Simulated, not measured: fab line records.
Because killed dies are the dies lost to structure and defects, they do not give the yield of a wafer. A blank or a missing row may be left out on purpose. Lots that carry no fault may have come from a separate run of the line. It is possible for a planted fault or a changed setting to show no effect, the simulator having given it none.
fab line records ; flow gf180mcu
[record] lots = 6; wafers = 18; last-day = 34
route steps=602 shown M1@334 V1@335
lots that met no fault: taken from a fault-free run of the same line
start-h: hours from the record's opening day to when the first of the lot's shown wafers began ; wait-h: time in hours since the lot's previous step ; " identical to the entry in the row above ; L1.1+2: a single row standing in for several wafers ; - no value, or no start was given ; * or withheld: withheld ; < > ~ a bound
route shown NAME@n: a module of which the file shows steps, and the number in the route of the first ; usual: the fault-free wafers' mean and standard deviation ; same: alike in all rows ; chamber/n: place in a boat ; sites: each site's reading ; _std_site: their standard deviation ; _edge_site: the outer-site mean with the inner-site mean subtracted ; radius-mm: how far each site lies from the wafer's centre ; mask NAME#n: copy n ; behind: the most recent tool/chamber to have shaped the wafer ; hold: why the lot was held/for how many hours/how that ended ; device: the n, p or np transistor that did not switch ; end of line: tests run on the same wafers once the route is complete ; a step given without rows: its recipe and nothing more ; killed: dies that structure and defects cost at the first sort, which is not the same as the wafer's yield ; map: dies across one wafer; x = killed, . = not, _ = none there
set.NAME: the setting the step ran with; set.NAME@STEP: the setting that earlier step ran with ; model.NAME: the simulator's own value behind a step, which no gauge read
lots at selected steps of the route; one table per step, one row per wafer
services: when a tool's chamber went out of use (start-h, in hours from the record's first day, below 0 if earlier), for how many hours, and the reason
[[steps]]
[step GF_M1_CLEAN_19]
[recipe] chemistry = DIW; dry = n2-spin
[step GF_V1_CVD_00]
[recipe] material = SiO2; target-thk-nm = 600; sigma-open-frac = 0.3; temp-c = 400; time-s = 100; sih4-flow-sccm = 60; pressure-mtorr = 6
[step GF_V1_THK_MEAS_01]
[recipe] reads = SiO2_of_V1_CVD_00
[usual] V1_CVD_00_THK = 603/5.7
lot.wafer;tool;chamber;start-h;wait-h;V1_CVD_00_THK[nm]
L170.2;film-metro-03;-;445.09;0.0;610
L170.4;film-metro-03;-;445.09;0.0;612
L170.6;film-metro-03;-;445.09;0.0;609
L174.1;film-metro-01;-;485.94;0.0;610
L174.5;film-metro-01;-;485.94;0.0;607
L174.6;film-metro-01;-;485.94;0.0;602
L177.2;film-metro-01;-;503.68;0.0;601
L177.5;film-metro-01;-;503.68;0.0;610
L177.6;film-metro-01;-;503.68;0.0;609
L185.1;film-metro-03;-;567.57;0.0;604
L185.2;film-metro-03;-;567.57;0.0;607
L185.5;film-metro-03;-;567.57;0.0;601
L186.2;film-metro-03;-;575.53;0.0;602
L186.3;film-metro-03;-;575.53;0.0;601
L186.4;film-metro-03;-;575.53;0.0;600
L187.1;film-metro-02;-;580.41;0.0;603
L187.5;film-metro-02;-;580.41;0.0;604
L187.6;film-metro-02;-;580.41;0.0;600
[step GF_V1_CVD_02]
[recipe] material = SiO2; target-thk-nm = 850; precursor = TEOS; temp-c = 400; time-s = 94.851; rf-w = 600
[usual] heater-power-w = 670/85
lot.wafer;tool;chamber;start-h;wait-h;heater-power-w
L170.2;pecvd-02;0;445.14;0.0;734
L170.4;pecvd-02;2;445.14;0.0;592
L170.6;pecvd-02;0;445.14;0.0;595
L174.1;pecvd-03;2;486.00;0.1;638
L174.5;pecvd-03;2;486.00;0.1;679
L174.6;pecvd-03;1;486.00;0.1;552
L177.2;pecvd-03;0;503.73;0.0;726
L177.5;pecvd-03;1;503.73;0.0;574
L177.6;pecvd-03;2;503.73;0.0;661
L185.1;pecvd-03;1;567.63;0.1;569
L185.2;pecvd-03;0;567.63;0.1;700
L185.5;pecvd-03;2;567.63;0.1;607
L186.2;pecvd-03;0;575.58;0.0;755
L186.3;pecvd-03;2;575.58;0.0;629
L186.4;pecvd-03;2;575.58;0.0;646
L187.1;pecvd-01;2;580.47;0.1;804
L187.5;pecvd-01;1;580.47;0.1;495
L187.6;pecvd-01;2;580.47;0.1;838
[step GF_V1_THK_MEAS_03]
[recipe] reads = SiO2_of_V1_CVD_02
[usual] V1_CVD_02_THK = 848/11
lot.wafer;tool;chamber;start-h;wait-h;V1_CVD_02_THK[nm]
L170.2;film-metro-01;-;445.22;0.0;852
L170.4;film-metro-01;-;445.22;0.0;867
L170.6;film-metro-01;-;445.22;0.0;855
L174.1;film-metro-02;-;486.07;0.0;829
L174.5;film-metro-02;-;486.07;0.0;835
L174.6;film-metro-02;-;486.07;0.0;834
L177.2;film-metro-02;-;503.81;0.0;834
L177.5;film-metro-02;-;503.81;0.0;852
L177.6;film-metro-02;-;503.81;0.0;834
L185.1;film-metro-01;-;567.70;0.0;840
L185.2;film-metro-01;-;567.70;0.0;842
L185.5;film-metro-01;-;567.70;0.0;838
L186.2;film-metro-02;-;575.66;0.0;827
L186.3;film-metro-02;-;575.66;0.0;838
L186.4;film-metro-02;-;575.66;0.0;845
L187.1;film-metro-03;-;580.54;0.0;848
L187.5;film-metro-03;-;580.54;0.0;863
L187.6;film-metro-03;-;580.54;0.0;862
[step GF_V1_CMP_04]
[recipe] material = SiO2; down-force-psi = 4; platen-rpm = 60; pad-velocity-m-s = 0.94248
[usual] motor-current-A = 11.1/0.88; platen-rpm = 60.00/0.043; time-to-endpoint-s = 81/4.7
lot.wafer;tool;chamber;start-h;wait-h;motor-current-A;platen-rpm;time-to-endpoint-s
L170.4;cmp-01;3;445.32;0.1;10.3;59.93;91
L170.2;cmp-01;1;445.32;0.1;11.2;59.95;82
L170.6;cmp-01;3;445.32;0.1;10.6;59.99;84
L174.1;cmp-01;1;486.13;0.1;10.9;60.00;77
L174.5;cmp-01;1;486.13;0.1;11.1;60.05;76
L174.6;cmp-01;2;486.13;0.1;10.5;60.05;79
L177.2;cmp-02;0;503.96;0.1;12.4;59.95;76
L177.5;cmp-02;2;503.96;0.1;10.6;59.98;78
L177.6;cmp-02;3;503.96;0.1;10.6;60.02;77
L185.2;cmp-02;1;567.81;0.1;12.2;59.98;83
L185.1;cmp-02;3;567.81;0.1;10.8;59.99;81
L185.5;cmp-02;0;567.81;0.1;12.5;59.99;82
L186.2;cmp-02;2;575.71;0.0;10.7;59.94;73
L186.4;cmp-02;3;575.71;0.0;10.6;59.99;81
L186.3;cmp-02;1;575.71;0.0;12.2;60.04;77
L187.1;cmp-01;0;580.70;0.1;11.0;60.04;82
L187.5;cmp-01;2;580.70;0.1;10.4;59.96;85
L187.6;cmp-01;3;580.70;0.1;11.0;59.96;91
[step GF_V1_BOW_MEAS_05]
[recipe] mode = bow
[usual] V1_BOW = 81/7.4
lot.wafer;tool;chamber;start-h;wait-h;V1_BOW[um]
L170.2;film-metro-02;-;445.59;0.1;98
L170.4;film-metro-02;-;445.59;0.1;80
L170.6;film-metro-02;-;445.59;0.1;80
L174.1;film-metro-02;-;486.43;0.2;85
L174.5;film-metro-02;-;486.43;0.2;73
L174.6;film-metro-02;-;486.43;0.2;87
L177.2;film-metro-01;-;504.18;0.2;88
L177.5;film-metro-01;-;504.18;0.2;77
L177.6;film-metro-01;-;504.18;0.2;78
L185.1;film-metro-03;-;568.06;0.1;68
L185.2;film-metro-03;-;568.06;0.1;81
L185.5;film-metro-03;-;568.06;0.1;75
L186.2;film-metro-02;-;576.03;0.3;72
L186.3;film-metro-02;-;576.03;0.3;72
L186.4;film-metro-02;-;576.03;0.3;86
L187.1;film-metro-03;-;580.90;0.1;80
L187.5;film-metro-03;-;580.90;0.1;84
L187.6;film-metro-03;-;580.90;0.1;81
[step GF_V1_DEHYDRATE_06]
[recipe] temp-c = 200; time-s = 60
[step GF_V1_HMDS_07]
[recipe] prime-time-s = 60; prime-temp-c = 120
[step GF_V1_COAT_08]
[recipe] resist = BARC; temp-c = withheld; time-s = withheld; spin-rpm = withheld; resist-thk-nm = withheld
[step GF_V1_COAT_09]
[recipe] resist = KrF; spin-rpm = withheld; resist-thk-nm = 1000
[step GF_V1_SOFTBAKE_10]
[recipe] temp-c = 130; time-s = 60; resist = KrF
[step GF_V1_EXPOSE_11]
[recipe] mask-id = Via1; target-cd-nm = 260; na = 0.68; source-shape = conventional; sigma-outer = 0.6; dose-mj = 38
[usual] exposure-dose-mJ-cm2 = 38.00/0.034
lot.wafer;tool;chamber;start-h;wait-h;mask;exposure-dose-mJ-cm2
L170.2;krf-scanner-02;0;458.26;-;Via1#0;37.98
L170.4;krf-scanner-02;0;458.26;-;Via1#0;37.98
L170.6;krf-scanner-02;0;458.26;-;Via1#0;37.98
L174.1;krf-scanner-02;0;498.59;-;Via1#0;37.99
L174.5;krf-scanner-02;0;498.59;-;Via1#0;37.95
L174.6;krf-scanner-02;0;498.59;-;Via1#0;38.00
L177.2;krf-scanner-02;0;515.71;-;Via1#0;38.03
L177.5;krf-scanner-02;0;515.71;-;Via1#0;37.95
L177.6;krf-scanner-02;0;515.71;-;Via1#0;37.97
L185.1;krf-scanner-01;0;579.35;-;Via1#0;38.02
L185.2;krf-scanner-01;0;579.35;-;Via1#0;38.01
L185.5;krf-scanner-01;0;579.35;-;Via1#0;37.97
L186.2;krf-scanner-01;0;586.72;-;Via1#0;37.99
L186.3;krf-scanner-01;0;586.72;-;Via1#0;37.96
L186.4;krf-scanner-01;0;586.72;-;Via1#0;37.99
L187.1;krf-scanner-02;0;592.24;-;Via1#0;38.04
L187.5;krf-scanner-02;0;592.24;-;Via1#0;38.02
L187.6;krf-scanner-02;0;592.24;-;Via1#0;38.03
[step GF_V1_PEB_12]
[recipe] peb-temp-c = 135; peb-time-s = 90; resist = KrF
[step GF_V1_DEVELOP_13]
[recipe] develop-time-s = 60; resist = KrF; dev-temp-c = 21
[step GF_V1_CD_MEAS_14]
[recipe] target-cd-nm = 260
[usual] cd-nm = 259.9/1.2
lot.wafer;tool;chamber;start-h;wait-h;cd-nm
L170.2;cd-sem-02;-;469.87;0.1;261.6
L170.4;cd-sem-02;-;469.87;0.1;262.4
L170.6;cd-sem-02;-;469.87;0.1;262.3
L174.1;cd-sem-02;-;510.30;0.1;257.6
L174.5;cd-sem-02;-;510.30;0.1;260.8
L174.6;cd-sem-02;-;510.30;0.1;261.7
L177.2;cd-sem-01;-;527.14;0.1;257.9
L177.5;cd-sem-01;-;527.14;0.1;260.7
L177.6;cd-sem-01;-;527.14;0.1;259.9
L185.1;cd-sem-02;-;589.50;0.1;261.2
L185.2;cd-sem-02;-;589.50;0.1;260.5
L185.5;cd-sem-02;-;589.50;0.1;261.3
L186.2;cd-sem-02;-;597.32;0.1;258.7
L186.3;cd-sem-02;-;597.32;0.1;258.5
L186.4;cd-sem-02;-;597.32;0.1;258.4
L187.1;cd-sem-01;-;602.10;0.1;258.2
L187.5;cd-sem-01;-;602.10;0.1;259.7
L187.6;cd-sem-01;-;602.10;0.1;259.8
[step GF_V1_OVL_MEAS_15]
[usual] V1_OVL = 1/4.6
lot.wafer;tool;chamber;start-h;wait-h;V1_OVL[nm]
L170.2;overlay-02;-;469.98;0.1;5
L170.4;overlay-02;-;469.98;0.1;5
L170.6;overlay-02;-;469.98;0.1;7
L174.1;overlay-01;-;510.42;0.1;-4
L174.5;overlay-01;-;510.42;0.1;-8
L174.6;overlay-01;-;510.42;0.1;-2
L177.2;overlay-02;-;527.24;0.1;3
L177.5;overlay-02;-;527.24;0.1;-2
L177.6;overlay-02;-;527.24;0.1;2
L185.1;overlay-01;-;589.62;0.1;4
L185.2;overlay-01;-;589.62;0.1;-2
L185.5;overlay-01;-;589.62;0.1;2
L186.2;overlay-02;-;597.42;0.1;1
L186.3;overlay-02;-;597.42;0.1;2
L186.4;overlay-02;-;597.42;0.1;3
L187.1;overlay-01;-;602.22;0.1;10
L187.5;overlay-01;-;602.22;0.1;12
L187.6;overlay-01;-;602.22;0.1;4
[step GF_V1_ETCH_16]
[recipe] chemistry = N2/H2; target-depth-a = withheld; overetch-a = withheld; time-s = withheld; target = BARC; ion-energy-ev = 200; source-w = 500; bias-w = 100; pressure-mtorr = 30; n2-flow-sccm = 100; h2-flow-sccm = 200
[usual] drypump-motor-current-A = 5.7/0.48; oes-product-au = 0.855/0.0046; throttle-valve-pct = 13.226/0.0095
lot.wafer;tool;chamber;start-h;wait-h;drypump-motor-current-A;oes-product-au;throttle-valve-pct;model.V1.cd-nm
L170.2;rie-diel-02;2;470.01;0.0;5.4;0.851;13.226;261.3
L170.4;rie-diel-02;1;470.01;0.0;5.9;0.854;13.212;263
L170.6;rie-diel-02;0;470.01;0.0;4.6;0.857;13.222;262.7
L174.1;rie-diel-03;2;510.45;0.0;5.2;0.862;13.217;257.4
L174.5;rie-diel-03;2;510.45;0.0;5.2;0.858;13.213;260.7
L174.6;rie-diel-03;3;510.45;0.0;6.1;0.847;13.217;261.3
L177.2;rie-diel-03;2;527.27;0.0;5.2;0.859;13.207;258.2
L177.5;rie-diel-03;3;527.27;0.0;6.1;0.860;13.223;260.2
L177.6;rie-diel-03;2;527.27;0.0;5.2;0.850;13.227;260.7
L185.1;rie-diel-03;2;589.65;0.0;5.2;0.849;13.220;261.3
L185.2;rie-diel-03;0;589.65;0.0;5.9;0.846;13.230;259.6
L185.5;rie-diel-03;2;589.65;0.0;5.2;0.851;13.211;260.7
L186.2;rie-diel-02;2;597.45;0.0;5.5;0.855;13.221;257.9
L186.3;rie-diel-02;0;597.45;0.0;4.6;0.854;13.240;258.3
L186.4;rie-diel-02;3;597.45;0.0;6.3;0.862;13.232;258.3
L187.1;rie-diel-04;1;602.25;0.0;4.9;0.853;13.219;258.3
L187.5;rie-diel-04;2;602.25;0.0;6.1;0.853;13.240;259.8
L187.6;rie-diel-04;1;602.25;0.0;4.9;0.845;13.232;259.7
[step GF_V1_ETCH_17]
[recipe] chemistry = C4F8/O2/Ar; mask-material = KrF; target = SiO2; stop-on = TiN; source-w = 1500; bias-w = 1200; pressure-mtorr = 40; c4f8-flow-sccm = withheld; O2_flow_sccm = 6; Ar_flow_sccm = 300; time-s = withheld; target-depth-a = 6300
[usual] oes-product-au = 0.856/0.0044
lot.wafer;tool;chamber;start-h;wait-h;oes-product-au;model.V1.cd-nm
L170.2;rie-diel-02;2;-;-;0.862;261.5
L170.4;rie-diel-02;1;-;-;0.857;263.2
L170.6;rie-diel-02;0;-;-;0.858;262.9
L174.1;rie-diel-03;2;-;-;0.851;257.7
L174.5;rie-diel-03;2;-;-;0.859;260.6
L174.6;rie-diel-03;3;-;-;0.863;260.7
L177.2;rie-diel-03;2;-;-;0.851;258.2
L177.5;rie-diel-03;3;-;-;0.853;259.6
L177.6;rie-diel-03;2;-;-;0.856;260.6
L185.1;rie-diel-03;2;-;-;0.864;261.4
L185.2;rie-diel-03;0;-;-;0.856;259.4
L185.5;rie-diel-03;2;-;-;0.865;261.1
L186.2;rie-diel-02;2;-;-;0.864;258
L186.3;rie-diel-02;0;-;-;0.857;257.8
L186.4;rie-diel-02;3;-;-;0.855;258.4
L187.1;rie-diel-04;1;-;-;0.850;258.3
L187.5;rie-diel-04;2;-;-;0.868;260.6
L187.6;rie-diel-04;1;-;-;0.856;259.6
[step GF_V1_STRIP_18]
[recipe] chemistry = O2/N2; power-w = 1400; pressure-mtorr = 1500; platen-temp-c = 250; o2-flow-sccm = 3000; n2-flow-sccm = 300; overash-fraction = 0.5
[usual] drypump-motor-current-A = 5.76/0.22; heater-power-w = 347/24; oes-product-au = 0.593/0.0048
lot.wafer;tool;chamber;start-h;wait-h;drypump-motor-current-A;heater-power-w;oes-product-au;rf-hours-counter-h
L170.2;plasma-asher-04;0;470.14;-;5.73;351;0.593;70
L170.4;plasma-asher-04;0;470.14;-;5.71;344;0.589;-
L170.6;plasma-asher-04;1;470.14;-;5.96;325;0.595;-
L174.1;plasma-asher-01;0;510.58;-;5.69;371;0.596;89
L174.5;plasma-asher-01;1;510.58;-;5.53;355;0.600;-
L174.6;plasma-asher-01;0;510.58;-;5.68;370;0.598;-
L177.2;plasma-asher-01;1;527.40;-;5.55;350;0.600;91
L177.5;plasma-asher-01;0;527.40;-;5.67;373;0.599;-
L177.6;plasma-asher-01;1;527.40;-;5.55;368;0.599;-
L185.1;plasma-asher-01;1;589.78;-;5.55;369;0.590;97
L185.2;plasma-asher-01;0;589.78;-;5.66;371;0.591;97
L185.5;plasma-asher-01;0;589.78;-;5.69;372;0.591;-
L186.2;plasma-asher-02;0;597.58;-;5.57;306;0.597;42
L186.3;plasma-asher-02;0;597.58;-;5.54;302;0.587;-
L186.4;plasma-asher-02;1;597.58;-;6.18;383;0.600;-
L187.1;plasma-asher-02;1;602.38;-;6.19;380;0.598;42
L187.5;plasma-asher-02;1;602.38;-;6.17;389;0.594;-
L187.6;plasma-asher-02;0;602.38;-;5.52;310;0.596;-
[[services]]
tool;chamber;start-h;hours;kind
plasma-asher-01;-;431.57;9.3;repair
cmp-02;-;434.12;1.0;repair
cmp-02;-;434.49;2.4;repair
cmp-01;-;436.37;3.3;repair
rie-diel-03;3;454.38;6.3;repair
cmp-01;-;457.46;2.5;repair
krf-scanner-02;-;469.13;0.8;pm
cmp-01;-;483.19;1.4;repair
cmp-02;-;498.37;1.2;repair
cmp-01;-;509.82;27.9;repair
krf-scanner-02;-;520.62;1.0;pm
cmp-01;-;526.59;1.3;repair
rie-diel-02;1;529.76;9.5;repair
cmp-01;-;533.81;0.8;repair
cmp-01;-;537.77;5.8;pm
rie-diel-03;1;543.50;10.3;repair
krf-scanner-02;-;546.94;3.6;pm
cmp-02;-;555.20;3.6;pm
plasma-asher-01;-;557.50;2.5;repair
krf-scanner-02;-;563.83;1.3;pm
rie-diel-03;1;566.48;11.9;repair
cmp-01;-;572.00;4.0;pm
cmp-02;-;583.42;1.5;repair
cmp-02;-;599.08;7.7;pm
[[key]]
first-sign none at tools or gauges
[model-effect] step = GF_V1_ETCH_16; value = V1.cd-nm; without = 258.1; struck = 260.7
[model-effect] step = GF_V1_ETCH_17; value = V1.cd-nm; without = 257.8; struck = 260.4
met-at GF_V1_EXPOSE_11
struck-wafers L174.5,L174.6,L177.5,L177.6
onset-between 458.26 498.59
[fault] kind = process-parameter-drift; tool = krf-scanner-02; chamber = -; onset-h = 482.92; steps = GF_V1_EXPOSE_11; channel = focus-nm; offset = 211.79; shape = step; end-h = 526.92; scope = struck-wafers-only
